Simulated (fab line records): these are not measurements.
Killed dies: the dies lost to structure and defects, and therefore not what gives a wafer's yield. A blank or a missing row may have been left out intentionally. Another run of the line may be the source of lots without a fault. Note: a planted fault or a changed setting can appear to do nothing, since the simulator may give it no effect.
Which tool is to blame? | flow sky130 | 9 lots with 27 wafers sampled at 3 steps, on a route of 708 steps

## WHAT THE GAUGES READ, wafer by wafer
SKY_METAL2_RS_MEAS_05: a four-point-probe measurement.
lot  | measured     | on           | METAL2_ALCU_RS (ohm/sq)
L521 | day 34 01:05 | filmMetro-03 | 0.1256 0.1264 0.1269
L524 | day 35 01:27 | filmMetro-01 | 0.1265 0.1282 0.1268
L528 | day 36 09:06 | filmMetro-02 | 0.1266 0.1257 0.1251
L530 | day 37 02:44 | filmMetro-01 | 0.1275 0.1255 0.1248
L533 | day 39 19:59 | filmMetro-02 | 0.1727 0.1753 0.1735 0.1730 0.1755 0.1728
L535 | day 40 00:10 | filmMetro-02 | 0.1718 0.1734 0.1727 0.1718 0.1733 0.1729
L538 | day 40 05:49 | filmMetro-03 | 0.1770 0.1764 0.1771 0.1769 0.1760 0.1772
L539 | day 40 07:29 | filmMetro-03 | 0.1263 0.1255 0.1271
L540 | day 40 12:22 | filmMetro-02 | 0.1272 0.1260 0.1275

## EACH LOT AND THE TOOL THAT RAN IT (in order: tool; ch and the chambers of the sampled wafers; start)
lot  | SKY_METAL1_DESCUM_17             | SKY_METAL2_SPUTTER_02
L521 | rieMetal-02 ch 0,1, day 32 19:01 | pvdSputter-01, day 34 00:58
L524 | rieMetal-01 ch 0,1, day 33 19:13 | pvdSputter-03, day 35 01:18
L528 | rieMetal-01 ch 0,1, day 35 03:52 | pvdSputter-01, day 36 09:01
L530 | rieMetal-03 ch 0,1, day 35 22:10 | pvdSputter-02, day 37 02:38
L533 | rieMetal-01 ch 0,1, day 38 15:05 | pvdSputter-01, day 39 19:54
L535 | rieMetal-03 ch 0,1, day 38 19:31 | pvdSputter-01, day 40 00:04
L538 | rieMetal-01 ch 0, day 39 02:08   | pvdSputter-01, day 40 05:44
L539 | rieMetal-02 ch 0,1, day 39 03:39 | pvdSputter-02, day 40 07:23
L540 | rieMetal-03 ch 0,1, day 39 08:48 | pvdSputter-02, day 40 12:16
- SKY_METAL1_DESCUM_17: chemistry O2, time 8 s.
- SKY_METAL2_SPUTTER_02: material AlCu, target thk 250 nm, time 13.3 s.

## THE ANSWER, worked out from the rows above alone
Rule: usual is defined by the lots themselves. Put in order of their means at a reading, lots are off if they are a third of the lots or fewer, leave a main group of 4 or more, and stand apart from it by a gap of 3 or more times the standard deviation of the main group's means; of several such gaps the widest counts. If all means in a main group match to the digits the tables above print for the reading, that group is not used. A lot without any number at a reading at which 4 lots or more have one is off too. The other lots that the step has rows for count as sound.
Off: L533, L535, L538, seen at SKY_METAL2_RS_MEAS_05 (METAL2_ALCU_RS). For the main group the mean is 0.1264 ohm/sq and the standard deviation 0.00049.
If a tool, at a process step before that reading, ran all the lots that are off and no sound lot after the first of them, it fits. Those tools and the gauges at SKY_METAL2_RS_MEAS_05 are tried in the same way. One fits: pvdSputter-01 at SKY_METAL2_SPUTTER_02. Its last sound lot is L528 (day 36 09:01), its first lot that is off L533 (day 39 19:54): a fault that began between those two fits.

## WHAT WAS PUT IN BY THE SIMULATOR
Site profile drift: pvdSputter-01, from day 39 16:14 on, at SKY_METAL2_SPUTTER_02. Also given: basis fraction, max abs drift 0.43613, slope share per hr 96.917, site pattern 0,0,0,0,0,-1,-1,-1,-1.
Struck lots among those shown: L533, L535, L538. The same result came from the rule above.
